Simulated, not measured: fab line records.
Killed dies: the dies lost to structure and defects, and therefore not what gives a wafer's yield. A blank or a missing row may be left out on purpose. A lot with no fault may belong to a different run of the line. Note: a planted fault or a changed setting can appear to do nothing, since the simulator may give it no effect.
Comparing a struck lot with a sound one | flow gf180mcu | 15 out of 602 route steps
Sound: the wafers L618.3, L618.4, L618.5. Struck: wafer L627.6. (L627.3, L627.5 of the same lot were not struck and are left out.) The cause comes at the end.
At each step with rows: each side's tool, then ch and its chambers, then its first start. Under that, the readings that differ: sound wafers | struck wafers | difference of the means | sigmas: that difference in standard deviations of wafers without a fault.
alike: same words and numbers on both sides, and readings whose means sit less than 2 such deviations apart. not compared: any withheld reading, any reading some wafer has no value for, any bound like >300 that may hide the same value, and any number with overlapping values for which the record gives no deviation.
The two part at a step that has a row with sigmas, a row that says differs or no value, or rows on one side only. Numbers that don't overlap but have no deviation are shown without sigmas and don't part them. Lack of a reading on every wafer of one side parts them only where that side has two or more wafers.

first, 9 steps without rows for these wafers: GF_MIM_STRIP_21 (strips in post etch residue remover, time 1200 s); GF_MIM_CLEAN_22 (cleans in DIW); GF_M5_DEHYDRATE_00 (time 60 s); GF_M5_HMDS_01 (prime time 60 s); GF_M5_COAT_02 (resist thk 1000 nm); GF_M5_SOFTBAKE_03 (time 60 s); GF_M5_EXPOSE_04 (exposes mask Metal5, target cd 280 nm); GF_M5_PEB_05 (peb time 90 s); GF_M5_DEVELOP_06 (develop time 60 s).
GF_M5_CD_MEAS_07: the cd target is 280 nm.
  sound on cdSem-02 at day 26 06:03; struck on cdSem-01 at day 29 04:03
reading   | sound             | struck | difference | sigmas
cdNm (nm) | 278.7 279.1 278.9 | 282.2  | +3.3       | +2
GF_M5_OVL_MEAS_08:
  sound on overlay-02 at day 26 06:08; struck on overlay-02 at day 29 04:08
  alike: M5_OVL
GF_M5_ETCH_09: etches Si3N4 in CF4/O2, target depth 52 nm, time 11.6 s.
  sound on rieDiel-03 ch 1,3, day 26 06:10; struck on rieDiel-01 ch 3, day 29 04:10
  alike: chamberPressureMTorr, drypumpMotorCurrentA, oesProductAu, throttleValvePct
  not compared: rfHoursCounterH
GF_M5_METAL_ETCH_10: etches the open film in Cl2/BCl3, stops on SiO2, target depth 750.8 nm, time 125.1 s.
  sound on rieMetal-01 ch 1, day 26 06:16; struck on rieMetal-01 ch 0, day 29 04:14
reading                            | sound                | struck | difference | sigmas
drypumpMotorCurrentA (A)           | 6.3 6.3 6.3          | 5.0    | -1.3       | -3
oesProductAu (a.u.)                | 0.987 0.991 0.985    | 0.834  | -0.154     | -25
throttleValvePct (%)               | 28.240 28.228 28.236 | 28.396 | +0.161     | +16
model.KrF_of_M5_COAT_02.thkNm (nm) | 654.4 650.9 652      | 724.6  | +72.2      | 
  alike: chamberPressureMTorr, heBacksideLeakSccm, mfcCl2Sccm
  not compared: rfHoursCounterH
GF_M5_STRIP_11: strips in O2/N2.
  sound on plasmaAsher-01 ch 0,1, day 26 06:29; struck on plasmaAsher-04 ch 0, day 29 04:21
reading                  | sound             | struck | difference | sigmas
oesProductAu (a.u.)      | 0.523 0.527 0.530 | 0.549  | +0.022     | +4
stripTimeToEndpointS (s) | 7.06 7.05 7.07    | 7.78   | +0.72      | +12
  alike: chamberPressureMTorr, drypumpMotorCurrentA, heaterPowerW, o2FlowSccm
  not compared: rfHoursCounterH
then, 1 step without rows for these wafers: GF_M5_STRIP_12 (strips in post etch residue remover, time 1200 s).

## WHERE THEY PART
Earliest at GF_M5_CD_MEAS_07; latest, in this record, at GF_M5_STRIP_11.

WHY: what had been put in by the simulator
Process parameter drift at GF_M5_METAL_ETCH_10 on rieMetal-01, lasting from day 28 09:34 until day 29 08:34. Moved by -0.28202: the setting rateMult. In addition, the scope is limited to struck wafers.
